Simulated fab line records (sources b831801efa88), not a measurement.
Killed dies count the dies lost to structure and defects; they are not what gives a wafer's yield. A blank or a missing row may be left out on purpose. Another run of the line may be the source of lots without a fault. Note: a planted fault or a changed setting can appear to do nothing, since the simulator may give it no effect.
fab line records	flow sky130
record lots=24	wafers=72	lastDay=50
route steps=708 shown NWELL@78 VT_ADJUST_PCH@152 GATE_OXIDE@197 VIA1@460 METAL2@489 VIA3@576
lots untouched by any fault: they come from a run of this same line in which no faults occurred
startH: the number of hours between the record's first day and the start of the first shown wafer of the lot	waitH: hours since the lot's step before	" the same as in the row above	L1.1+2: several wafers, shown together as one row	- value missing, or start not given	* or withheld: withheld	< > ~ a bound
route shown NAME@n: NAME is a module with steps in the file, n the number in the route of the first one	usual: the fault-free wafers' mean and standard deviation	same: alike in all rows	chamber/n: place in a boat	sites: the reading at each site	_std_site: their standard deviation	_edge_site: mean of outer sites minus mean of inner sites	radiusMm: for every site, how far away it sits from the centre of the wafer	mask NAME#n: copy n	behind: tool/chamber where the wafer was last shaped	hold: cause of the lot's hold/its duration in hours/its outcome	device: which transistor (n, p or np) failed to switch	end of line: tests of these same wafers at the route's end	for a step that has no rows: nothing shown but its recipe	killed: at the first sort, the dies lost to defects and structure; wafer yield is something else	map: the dies of a wafer, with x for killed, . for not killed, _ for no die there
set.NAME: the setting as run; set.NAME@STEP: as run at that earlier step	model.NAME: the simulator's own value behind a step, which no gauge read
one table for each step of the route and one row for each wafer, over a sample of lots
services: a tool's chamber out of use, with start hour (startH, from the record's first day; less than 0 if before it), hours out, and reason
## steps
# step SKY_NWELL_STRIP_25
# recipe chemistry=O2/N2	powerW=1400	pressureMtorr=1500	platenTempC=withheld	o2FlowSccm=3000	n2FlowSccm=300	overashFraction=0.5
# usual drypumpMotorCurrentA=5.8/0.36	oesProductAu=0.723/0.0048	stripTimeToEndpointS=36.94/0.086
# same overashFraction=0.5
lot.wafer	tool	chamber	startH	waitH	drypumpMotorCurrentA	oesProductAu	rfHoursCounterH	stripTimeToEndpointS
L074.3	plasmaAsher-01	1	106.84	0.1	6.2	0.719	-	36.89
L074.4	"	0	"	"	5.4	0.714	-	37.03
L074.5	"	1	"	"	6.2	0.724	-	36.93
L075.3	plasmaAsher-01	1	111.82	0.1	6.3	0.725	-	36.95
L075.5	"	1	"	"	6.2	0.726	-	36.96
L075.6	"	0	"	"	5.4	0.728	-	36.96
L076.2	plasmaAsher-04	0	112.96	0.1	5.7	0.730	42	36.88
L076.4	"	0	"	"	5.7	0.731	-	36.98
L076.5	"	0	"	"	5.7	0.733	-	36.85
L077.4	plasmaAsher-02	0	117.90	0.1	5.3	0.730	-	37.07
L077.5	"	0	"	"	5.3	0.721	-	37.12
L077.6	"	1	"	"	5.4	0.730	-	37.04
L078.1	plasmaAsher-01	0	128.84	0.1	5.4	0.723	33	36.94
L078.3	"	1	"	"	6.2	0.721	-	36.95
L078.6	"	0	"	"	5.4	0.726	-	37.04
L079.3	plasmaAsher-01	0	132.54	0.1	5.5	0.720	-	37.01
L079.4	"	1	"	"	6.3	0.714	-	37.02
L079.5	"	0	"	"	5.5	0.728	-	36.89
L080.1	plasmaAsher-01	0	136.82	0.1	5.4	0.715	35	36.79
L080.3	"	0	"	"	5.5	0.728	-	36.68
L080.5	"	1	"	"	6.2	0.725	-	36.76
L081.2	plasmaAsher-01	1	143.36	0.1	6.2	0.726	35	36.99
L081.3	"	1	"	"	6.2	0.724	-	37.06
L081.6	"	1	"	"	6.2	0.725	-	36.94
L082.3	plasmaAsher-04	0	151.79	0.1	5.6	0.725	-	36.92
L082.5	"	1	"	"	6.1	0.720	-	36.99
L082.6	"	0	"	"	5.6	0.724	-	37.02
L083.1	plasmaAsher-02	0	159.91	0.1	5.3	0.727	47	36.89
L083.4	"	0	"	"	5.3	0.722	-	36.97
L083.6	"	1	"	"	5.4	0.725	-	36.87
L084.4	plasmaAsher-01	0	163.22	0.1	5.5	0.720	-	36.74
L084.5	"	1	"	"	6.2	0.732	-	36.85
L084.6	"	0	"	"	5.5	0.716	-	37.00
L085.1	plasmaAsher-04	0	169.97	0.1	5.6	0.729	48	37.08
L085.2	"	1	"	"	6.1	0.720	48	37.03
L085.6	"	0	"	"	5.7	0.721	-	37.01
L086.2	plasmaAsher-04	1	176.22	0.1	6.1	0.731	49	36.94
L086.4	"	0	"	"	5.7	0.721	-	36.91
L086.5	"	0	"	"	5.7	0.718	-	36.85
L087.1	plasmaAsher-02	0	182.56	0.1	5.3	0.722	49	36.92
L087.2	"	1	"	"	5.4	0.718	49	36.83
L087.6	"	0	"	"	5.3	0.723	-	36.87
L088.1	plasmaAsher-04	1	186.79	0.1	6.1	0.729	50	36.83
L088.5	"	1	"	"	6.1	0.727	-	36.82
L088.6	"	0	"	"	5.7	0.719	-	36.80
L089.2	plasmaAsher-01	1	192.02	0.1	6.3	0.721	41	36.82
L089.4	"	0	"	"	5.5	0.722	-	36.96
L089.5	"	1	"	"	6.2	0.720	-	36.89
L090.1	plasmaAsher-01	0	200.07	0.1	5.4	0.725	42	37.02
L090.5	"	0	"	"	5.4	0.728	-	37.01
L090.6	"	1	"	"	6.2	0.728	-	36.88
L091.1	plasmaAsher-04	1	210.11	0.1	6.1	0.722	52	37.02
L091.5	"	0	"	"	5.7	0.721	-	36.99
L091.6	"	1	"	"	6.1	0.714	-	36.97
L092.1	plasmaAsher-04	0	216.77	0.1	5.7	0.724	53	36.98
L092.3	"	1	"	"	6.1	0.730	-	36.95
L092.5	"	0	"	"	5.7	0.723	-	36.94
L093.1	plasmaAsher-04	1	220.46	0.1	6.1	0.719	53	36.93
L093.4	"	1	"	"	6.1	0.722	-	36.92
L093.6	"	1	"	"	6.1	0.722	-	37.03
L094.2	plasmaAsher-02	0	228.61	0.1	5.3	0.722	54	36.85
L094.3	"	0	"	"	5.3	0.728	-	36.91
L094.5	"	0	"	"	5.3	0.719	-	36.85
L095.2	plasmaAsher-04	0	230.77	0.1	5.7	0.722	54	36.81
L095.5	"	1	"	"	6.2	0.718	-	36.96
L095.6	"	0	"	"	5.7	0.718	-	36.87
L096.1	plasmaAsher-02	1	240.52	0.1	5.4	0.716	55	36.99
L096.2	"	0	"	"	5.3	0.724	55	36.87
L096.5	"	0	"	"	5.3	0.717	-	37.07
L097.2	plasmaAsher-01	0	244.72	0.1	5.4	0.729	46	36.95
L097.3	"	0	"	"	5.4	0.717	-	36.96
L097.6	"	0	"	"	5.5	0.727	-	36.86
# step SKY_VT_ADJUST_PCH_STRIP_09
# recipe chemistry=O2/N2	powerW=1400	pressureMtorr=1500	platenTempC=withheld	o2FlowSccm=3000	n2FlowSccm=300	overashFraction=0.5
# usual drypumpMotorCurrentA=5.6/0.37	oesProductAu=0.723/0.0046	stripTimeToEndpointS=36.89/0.093
# same overashFraction=0.5
lot.wafer	tool	chamber	startH	waitH	drypumpMotorCurrentA	oesProductAu	rfHoursCounterH	stripTimeToEndpointS
L074.3	plasmaAsher-03	0	229.94	0.1	5.9	0.725	-	36.91
L074.4	"	1	"	"	5.3	0.729	-	36.78
L074.5	"	0	"	"	5.9	0.727	-	36.93
L075.3	plasmaAsher-01	0	235.57	0.1	5.5	0.721	-	36.72
L075.5	"	0	"	"	5.4	0.721	-	36.81
L075.6	"	1	"	"	6.2	0.713	-	36.91
L076.2	plasmaAsher-03	0	239.69	0.1	5.9	0.726	9	36.87
L076.4	"	1	"	"	5.3	0.729	-	36.96
L076.5	"	1	"	"	5.3	0.727	-	36.91
L077.4	plasmaAsher-02	1	243.94	0.1	5.5	0.731	-	36.71
L077.5	"	1	"	"	5.4	0.727	-	36.75
L077.6	"	0	"	"	5.3	0.723	-	36.73
L078.1	plasmaAsher-03	0	257.50	0.1	5.9	0.715	11	36.80
L078.3	"	0	"	"	5.9	0.719	-	36.81
L078.6	"	0	"	"	5.9	0.724	-	36.70
L079.3	plasmaAsher-03	0	262.29	0.1	5.9	0.724	-	36.94
L079.4	"	1	"	"	5.2	0.724	-	36.86
L079.5	"	0	"	"	5.9	0.718	-	37.04
L080.1	plasmaAsher-01	0	267.65	0.1	5.4	0.714	48	36.83
L080.3	"	0	"	"	5.4	0.718	-	36.90
L080.5	"	0	"	"	5.4	0.720	-	36.80
L081.2	plasmaAsher-01	0	278.75	0.1	5.5	0.731	49	36.75
L081.3	"	0	"	"	5.5	0.729	-	36.88
L081.6	"	0	"	"	5.4	0.724	-	36.73
L082.3	plasmaAsher-01	0	287.14	0.1	5.4	0.724	-	36.86
L082.5	"	0	"	"	5.4	0.730	-	36.73
L082.6	"	1	"	"	6.2	0.729	-	36.81
L083.1	plasmaAsher-01	0	295.34	0.1	5.4	0.720	51	36.94
L083.4	"	1	"	"	6.2	0.726	-	36.87
L083.6	"	1	"	"	6.2	0.722	-	36.81
L084.4	plasmaAsher-01	1	302.77	0.1	6.2	0.717	-	36.90
L084.5	"	1	"	"	6.3	0.722	-	36.82
L084.6	"	0	"	"	5.4	0.726	-	36.87
L085.1	plasmaAsher-03	1	308.39	0.1	5.3	0.722	16	36.81
L085.2	"	0	"	"	5.9	0.725	16	36.84
L085.6	"	0	"	"	5.9	0.720	-	36.79
L086.2	plasmaAsher-02	1	317.00	0.1	5.4	0.724	63	36.94
L086.4	"	1	"	"	5.4	0.727	-	36.93
L086.5	"	1	"	"	5.4	0.720	-	36.91
L087.1	plasmaAsher-03	0	326.19	0.1	5.9	0.722	18	36.82
L087.2	"	1	"	"	5.3	0.726	18	36.73
L087.6	"	1	"	"	5.3	0.715	-	36.75
L088.1	plasmaAsher-01	0	331.94	0.1	5.4	0.719	54	36.78
L088.5	"	1	"	"	6.2	0.718	-	36.81
L088.6	"	0	"	"	5.5	0.728	-	36.84
L089.2	plasmaAsher-02	0	338.61	0.1	5.3	0.735	65	36.91
L089.4	"	0	"	"	5.3	0.722	-	36.98
L089.5	"	1	"	"	5.4	0.723	-	36.91
L090.1	plasmaAsher-01	1	347.61	0.1	6.3	0.721	55	37.02
L090.5	"	0	"	"	5.4	0.728	-	36.93
L090.6	"	1	"	"	6.3	0.716	-	36.95
L091.1	plasmaAsher-03	1	360.44	0.1	5.3	0.728	21	36.95
L091.5	"	1	"	"	5.3	0.723	-	36.87
L091.6	"	0	"	"	5.9	0.715	-	36.92
L092.1	plasmaAsher-03	0	368.06	0.1	5.9	0.719	22	36.96
L092.3	"	1	"	"	5.3	0.725	-	36.83
L092.5	"	1	"	"	5.3	0.720	-	36.93
L093.1	plasmaAsher-01	0	372.44	0.1	5.4	0.718	58	37.10
L093.4	"	1	"	"	6.3	0.720	-	37.14
L093.6	"	0	"	"	5.4	0.713	-	37.03
L094.2	plasmaAsher-03	0	383.26	0.1	5.9	0.723	23	37.00
L094.3	"	1	"	"	5.2	0.724	-	36.99
L094.5	"	0	"	"	5.9	0.727	-	36.92
L095.2	plasmaAsher-02	0	385.50	0.1	5.3	0.727	69	37.00
L095.5	"	0	"	"	5.3	0.727	-	36.99
L095.6	"	1	"	"	5.4	0.720	-	36.97
L096.1	plasmaAsher-01	1	399.24	0.1	6.2	0.723	60	36.94
L096.2	"	0	"	"	5.4	0.729	60	36.97
L096.5	"	0	"	"	5.4	0.724	-	36.98
L097.2	plasmaAsher-03	0	404.34	0.1	5.8	0.715	25	37.06
L097.3	"	0	"	"	5.9	0.723	-	36.94
L097.6	"	0	"	"	5.9	0.727	-	36.97
# step SKY_GATE_OXIDE_OVL_MEAS_10
# usual GATE_OXIDE_OVL=0.4/1.5
lot.wafer	tool	chamber	startH	waitH	GATE_OXIDE_OVL[nm]
L074.3	overlay-02	-	309.85	0.1	1.6
L074.4	"	-	"	"	0.3
L074.5	"	-	"	"	-0.8
L075.3	overlay-01	-	318.59	0.1	0.9
L075.5	"	-	"	"	1.4
L075.6	"	-	"	"	2.0
L076.2	overlay-01	-	322.81	0.1	1.3
L076.4	"	-	"	"	-1.3
L076.5	"	-	"	"	0.9
L077.4	overlay-02	-	325.75	0.1	2.9
L077.5	"	-	"	"	1.4
L077.6	"	-	"	"	1.7
L078.1	overlay-02	-	343.05	0.1	0.6
L078.3	"	-	"	"	-2.0
L078.6	"	-	"	"	0.3
L079.3	overlay-02	-	349.99	0.1	1.7
L079.4	"	-	"	"	1.6
L079.5	"	-	"	"	1.9
L080.1	overlay-02	-	353.82	0.1	0.3
L080.3	"	-	"	"	-0.7
L080.5	"	-	"	"	0.7
L081.2	overlay-01	-	365.38	0.1	-0.9
L081.3	"	-	"	"	-1.5
L081.6	"	-	"	"	-0.3
L082.3	overlay-01	-	378.21	0.1	4.6
L082.5	"	-	"	"	2.9
L082.6	"	-	"	"	1.1
L083.1	overlay-01	-	386.30	0.1	1.2
L083.4	"	-	"	"	0.0
L083.6	"	-	"	"	0.6
L084.4	overlay-01	-	391.34	0.1	-0.1
L084.5	"	-	"	"	-1.2
L084.6	"	-	"	"	-1.8
L085.1	overlay-02	-	399.67	0.1	-1.5
L085.2	"	-	"	"	-1.9
L085.6	"	-	"	"	-1.0
L086.2	overlay-01	-	410.93	0.1	-0.9
L086.4	"	-	"	"	-0.1
L086.5	"	-	"	"	-0.8
L087.1	overlay-02	-	418.30	0.1	-1.0
L087.2	"	-	"	"	1.1
L087.6	"	-	"	"	-0.2
L088.1	overlay-01	-	424.93	0.1	1.8
L088.5	"	-	"	"	2.1
L088.6	"	-	"	"	2.0
L089.2	overlay-02	-	432.41	0.1	0.9
L089.4	"	-	"	"	1.7
L089.5	"	-	"	"	-1.0
L090.1	overlay-02	-	444.53	0.1	-0.8
L090.5	"	-	"	"	-1.7
L090.6	"	-	"	"	1.1
L091.1	overlay-01	-	457.32	0.1	-0.9
L091.5	"	-	"	"	-0.6
L091.6	"	-	"	"	0.0
L092.1	overlay-01	-	466.28	0.1	2.2
L092.3	"	-	"	"	-0.1
L092.5	"	-	"	"	3.6
L093.1	overlay-01	-	469.58	0.1	0.6
L093.4	"	-	"	"	1.5
L093.6	"	-	"	"	0.2
L094.2	overlay-02	-	480.99	0.1	0.5
L094.3	"	-	"	"	-0.3
L094.5	"	-	"	"	-1.1
L095.2	overlay-02	-	484.34	0.1	0.7
L095.5	"	-	"	"	4.3
L095.6	"	-	"	"	0.9
L096.1	overlay-02	-	495.80	0.1	0.5
L096.2	"	-	"	"	2.0
L096.5	"	-	"	"	0.4
L097.2	overlay-02	-	504.53	0.1	-1.1
L097.3	"	-	"	"	-1.0
L097.6	"	-	"	"	-0.8
# step SKY_VIA1_CMP_02
# recipe material=SiO2	downForcePsi=4	platenRpm=60	padVelocityMS=0.94248
# usual motorCurrentA=11.7/1.4
lot.wafer	tool	chamber	startH	waitH	motorCurrentA
L074.4	cmp-02	2	764.36	0.0	12.2
L074.3	"	3	"	"	12.6
L074.5	"	3	"	"	12.9
L075.3	cmp-02	0	768.34	0.1	12.7
L075.5	"	3	"	"	12.8
L075.6	"	0	"	"	12.5
L076.4	cmp-01	1	773.02	0.0	14.2
L076.2	"	2	"	"	11.7
L076.5	"	1	"	"	14.7
L077.4	cmp-02	1	782.11	0.1	9.6
L077.6	"	3	"	"	12.8
L077.5	"	0	"	"	12.4
L078.3	cmp-01	3	795.73	0.0	10.8
L078.1	"	0	"	"	9.2
L078.6	"	0	"	"	10.4
L079.3	cmp-02	2	805.56	0.1	12.6
L079.4	"	3	"	"	11.7
L079.5	"	0	"	"	12.5
L080.1	cmp-01	3	806.60	0.1	11.4
L080.3	"	1	"	"	14.7
L080.5	"	3	"	"	10.9
L081.2	cmp-02	2	819.74	0.0	12.2
L081.3	"	1	"	"	9.7
L081.6	"	2	"	"	12.1
L082.3	cmp-01	2	829.17	0.0	12.4
L082.5	"	2	"	"	12.0
L082.6	"	3	"	"	11.7
L083.1	cmp-01	2	834.70	0.1	11.8
L083.4	"	0	"	"	9.2
L083.6	"	3	"	"	11.1
L084.4	cmp-01	1	843.09	0.1	15.0
L084.5	"	3	"	"	10.6
L084.6	"	0	"	"	10.1
L085.2	cmp-02	2	854.08	0.1	12.3
L085.1	"	3	"	"	11.8
L085.6	"	2	"	"	12.6
L086.2	cmp-01	2	858.42	0.0	11.6
L086.4	"	3	"	"	11.2
L086.5	"	2	"	"	11.8
L087.1	cmp-01	3	863.90	0.1	11.0
L087.2	"	1	"	"	14.3
L087.6	"	0	"	"	10.1
L088.1	cmp-02	2	873.74	0.1	11.4
L088.6	"	2	"	"	12.3
L088.5	"	3	"	"	12.3
L089.2	cmp-02	0	875.69	0.1	12.4
L089.4	"	2	"	"	12.4
L089.5	"	0	"	"	12.6
L090.1	cmp-01	3	887.33	0.1	10.8
L090.5	"	2	"	"	12.5
L090.6	"	3	"	"	11.6
L091.1	cmp-02	3	895.52	0.1	12.8
L091.5	"	2	"	"	11.8
L091.6	"	3	"	"	12.4
L092.3	cmp-02	1	905.11	0.0	9.6
L092.1	"	0	"	"	12.4
L092.5	"	2	"	"	11.7
L093.4	cmp-01	2	909.26	0.0	12.2
L093.1	"	1	"	"	13.6
L093.6	"	2	"	"	12.1
L094.2	cmp-02	0	917.46	0.0	12.9
L094.3	"	1	"	"	9.6
L094.5	"	1	"	"	9.8
L095.2	cmp-02	0	919.03	0.0	13.0
L095.6	"	0	"	"	12.5
L095.5	"	1	"	"	9.3
L096.1	cmp-01	3	928.84	0.1	11.4
L096.2	"	1	"	"	14.1
L096.5	"	0	"	"	10.4
L097.2	cmp-01	1	934.81	0.0	13.9
L097.3	"	2	"	"	12.0
L097.6	"	2	"	"	11.8
# step SKY_METAL2_THK_MEAS_06
# recipe thkMeasGauge=xrf	reads=AlCu_of_METAL2_SPUTTER_02
# usual METAL2_ALCU_THK=246/3.5
lot.wafer	tool	chamber	startH	waitH	METAL2_ALCU_THK[nm]
L074.3	filmMetro-04	-	793.07	0.1	243
L074.4	"	-	"	"	245
L074.5	"	-	"	"	243
L075.3	filmMetro-02	-	796.99	0.1	239
L075.5	"	-	"	"	241
L075.6	"	-	"	"	240
L076.2	filmMetro-04	-	802.02	0.1	244
L076.4	"	-	"	"	247
L076.5	"	-	"	"	245
L077.4	filmMetro-02	-	810.91	0.1	249
L077.5	"	-	"	"	247
L077.6	"	-	"	"	247
L078.1	filmMetro-01	-	825.04	0.1	247
L078.3	"	-	"	"	246
L078.6	"	-	"	"	247
L079.3	filmMetro-02	-	834.06	0.1	241
L079.4	"	-	"	"	239
L079.5	"	-	"	"	243
L080.1	filmMetro-04	-	834.68	0.1	253
L080.3	"	-	"	"	250
L080.5	"	-	"	"	250
L081.2	filmMetro-02	-	848.01	0.1	246
L081.3	"	-	"	"	246
L081.6	"	-	"	"	247
L082.3	filmMetro-01	-	856.59	0.1	250
L082.5	"	-	"	"	250
L082.6	"	-	"	"	251
L083.1	filmMetro-01	-	862.80	0.1	247
L083.4	"	-	"	"	247
L083.6	"	-	"	"	246
L084.4	filmMetro-02	-	870.29	0.1	245
L084.5	"	-	"	"	241
L084.6	"	-	"	"	242
L085.1	filmMetro-02	-	883.42	0.1	244
L085.2	"	-	"	"	244
L085.6	"	-	"	"	246
L086.2	filmMetro-02	-	886.31	0.1	241
L086.4	"	-	"	"	245
L086.5	"	-	"	"	240
L087.1	filmMetro-04	-	891.65	0.1	245
L087.2	"	-	"	"	248
L087.6	"	-	"	"	249
L088.1	filmMetro-01	-	901.12	0.1	247
L088.5	"	-	"	"	247
L088.6	"	-	"	"	244
L089.2	filmMetro-02	-	902.60	0.1	245
L089.4	"	-	"	"	242
L089.5	"	-	"	"	245
L090.1	filmMetro-02	-	914.71	0.1	249
L090.5	"	-	"	"	248
L090.6	"	-	"	"	249
L091.1	filmMetro-01	-	923.20	0.1	247
L091.5	"	-	"	"	248
L091.6	"	-	"	"	247
L092.1	filmMetro-01	-	932.49	0.1	249
L092.3	"	-	"	"	247
L092.5	"	-	"	"	251
L093.1	filmMetro-04	-	934.61	0.1	254
L093.4	"	-	"	"	247
L093.6	"	-	"	"	252
L094.2	filmMetro-02	-	943.94	0.1	244
L094.3	"	-	"	"	245
L094.5	"	-	"	"	247
L095.2	filmMetro-04	-	945.76	0.1	255
L095.5	"	-	"	"	249
L095.6	"	-	"	"	251
L096.1	filmMetro-02	-	955.00	0.1	247
L096.2	"	-	"	"	245
L096.5	"	-	"	"	240
L097.2	filmMetro-01	-	961.59	0.1	243
L097.3	"	-	"	"	245
L097.6	"	-	"	"	242
# step SKY_VIA3_BOW_MEAS_03
# recipe mode=bow
# usual VIA3_BOW=80/7.8
lot.wafer	tool	chamber	startH	waitH	VIA3_BOW[um]
L074.3	filmMetro-01	-	902.76	0.2	78
L074.4	"	-	"	"	78
L074.5	"	-	"	"	68
L075.3	filmMetro-04	-	907.43	0.2	99
L075.5	"	-	"	"	102
L075.6	"	-	"	"	97
L076.2	filmMetro-01	-	910.51	0.1	73
L076.4	"	-	"	"	60
L076.5	"	-	"	"	73
L077.4	filmMetro-03	-	919.82	0.3	88
L077.5	"	-	"	"	90
L077.6	"	-	"	"	87
L078.1	filmMetro-03	-	932.73	0.1	71
L078.3	"	-	"	"	76
L078.6	"	-	"	"	78
L079.3	filmMetro-04	-	939.23	0.2	77
L079.4	"	-	"	"	68
L079.5	"	-	"	"	74
L080.1	filmMetro-04	-	941.83	0.1	78
L080.3	"	-	"	"	77
L080.5	"	-	"	"	80
L081.2	filmMetro-03	-	952.78	0.2	75
L081.3	"	-	"	"	61
L081.6	"	-	"	"	70
L082.3	filmMetro-01	-	962.36	0.3	66
L082.5	"	-	"	"	81
L082.6	"	-	"	"	70
L083.1	filmMetro-04	-	967.22	0.2	71
L083.4	"	-	"	"	72
L083.6	"	-	"	"	79
L084.4	filmMetro-01	-	972.81	0.2	71
L084.5	"	-	"	"	79
L084.6	"	-	"	"	93
L085.1	filmMetro-04	-	986.49	0.1	82
L085.2	"	-	"	"	84
L085.6	"	-	"	"	82
L086.2	filmMetro-04	-	990.21	0.1	78
L086.4	"	-	"	"	78
L086.5	"	-	"	"	79
L087.1	filmMetro-04	-	994.52	0.2	77
L087.2	"	-	"	"	83
L087.6	"	-	"	"	88
L088.1	filmMetro-03	-	1003.44	0.1	71
L088.5	"	-	"	"	81
L088.6	"	-	"	"	70
L089.2	filmMetro-04	-	1006.01	0.1	72
L089.4	"	-	"	"	73
L089.5	"	-	"	"	73
L090.1	filmMetro-04	-	1017.01	0.2	67
L090.5	"	-	"	"	71
L090.6	"	-	"	"	71
L091.1	filmMetro-04	-	1024.14	0.2	91
L091.5	"	-	"	"	82
L091.6	"	-	"	"	92
L092.1	filmMetro-04	-	1032.67	0.1	81
L092.3	"	-	"	"	89
L092.5	"	-	"	"	82
L093.1	filmMetro-03	-	1033.54	0.1	79
L093.4	"	-	"	"	73
L093.6	"	-	"	"	86
L094.2	filmMetro-03	-	1043.16	0.2	92
L094.3	"	-	"	"	82
L094.5	"	-	"	"	77
L095.2	filmMetro-03	-	1043.95	0.1	74
L095.5	"	-	"	"	84
L095.6	"	-	"	"	88
L096.1	filmMetro-01	-	1054.12	0.1	79
L096.2	"	-	"	"	98
L096.5	"	-	"	"	79
L097.2	filmMetro-01	-	1058.52	0.2	78
L097.3	"	-	"	"	77
L097.6	"	-	"	"	76
## services
tool	chamber	startH	hours	kind
cmp-02	-	87.23	4.8	pm
cmp-01	-	111.11	1.2	repair
cmp-01	-	112.03	2.6	repair
plasmaAsher-01	-	115.77	0.7	repair
cmp-01	-	132.49	20.5	repair
cmp-01	-	172.43	1.0	repair
cmp-02	-	174.70	4.9	pm
cmp-02	-	228.65	1.4	repair
cmp-01	-	232.11	4.0	pm
plasmaAsher-01	-	248.62	2.9	repair
cmp-01	-	324.20	1.2	repair
cmp-01	-	349.99	5.7	pm
cmp-01	-	357.21	0.5	repair
cmp-02	-	383.94	0.5	repair
cmp-01	-	403.20	0.7	repair
cmp-02	-	404.00	4.0	pm
cmp-01	-	408.36	1.2	repair
cmp-02	-	430.14	3.3	repair
cmp-02	-	456.09	6.7	pm
cmp-02	-	493.94	0.8	repair
plasmaAsher-01	-	658.28	14.6	pm
plasmaAsher-01	-	770.57	2.8	pm
plasmaAsher-01	-	869.31	4.2	repair
plasmaAsher-01	-	917.81	11.4	repair
## key
fault none
